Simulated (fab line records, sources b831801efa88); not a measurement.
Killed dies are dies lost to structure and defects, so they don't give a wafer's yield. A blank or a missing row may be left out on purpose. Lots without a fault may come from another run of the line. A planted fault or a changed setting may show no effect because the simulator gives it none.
Chamber matching | flow gf180mcu | GF_V5_CMP_04 on cmp-02: 4 sister chambers
The step polishes SiO2. 8 wafers are shown with their chamber, then 9 later ones without.

WAFERS WITH THEIR CHAMBER
wafer  | chamber | motor_current_A (A)
L375.5 | 0       | 10.5
L377.1 | 0       | 10.3
L382.3 | 3       | 11.2
L382.5 | 2       | 10.5
L382.6 | 1       | 11.5
L384.1 | 2       | 10.9
L384.3 | 1       | 11.4
L384.4 | 3       | 11.3

WAFERS WITHOUT THEIR CHAMBER
wafer  | motor_current_A (A)
L385.1 | 11.9
L385.3 | 12.0
L385.6 | 11.8
L386.4 | 11.6
L386.5 | 12.2
L386.6 | 10.3
L387.1 | 11.4
L387.2 | 10.7
L387.4 | 11.0

WHICH CHAMBER EACH WENT THROUGH
wafer  | from the rows above          | in truth
L385.1 | can't be placed: 1 or 3      | 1
L385.3 | can't be placed: 1 or 3      | 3
L385.6 | can't be placed: 1 or 3      | 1
L386.4 | can't be placed: 1 or 3      | 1
L386.5 | can't be placed: 1 or 3      | 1
L386.6 | can't be placed: 0 or 2      | 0
L387.1 | can't be placed: 1 or 3      | 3
L387.2 | can't be placed: 2 or 0      | 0
L387.4 | can't be placed: 3 or 2 or 1 | 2
Placed correctly: 0 of 9. Can't be placed from these rows: 9 (the true chamber is among the candidates in 9). Placed wrongly: 0.
How it was worked out, from the rows above alone: a wafer's distance from a chamber is the root of the sum, over the readings, of the square of ((its reading less the chamber's mean) divided by the reading's scatter). The wafer belongs to the nearest chamber; if the next one is less than 2 further off, it can't be placed. A chamber's mean is the mean of its shown wafers. The scatter: the root of (the sum of the squares of (reading less its chamber's mean) over the shown wafers, divided by (wafers less chambers)).
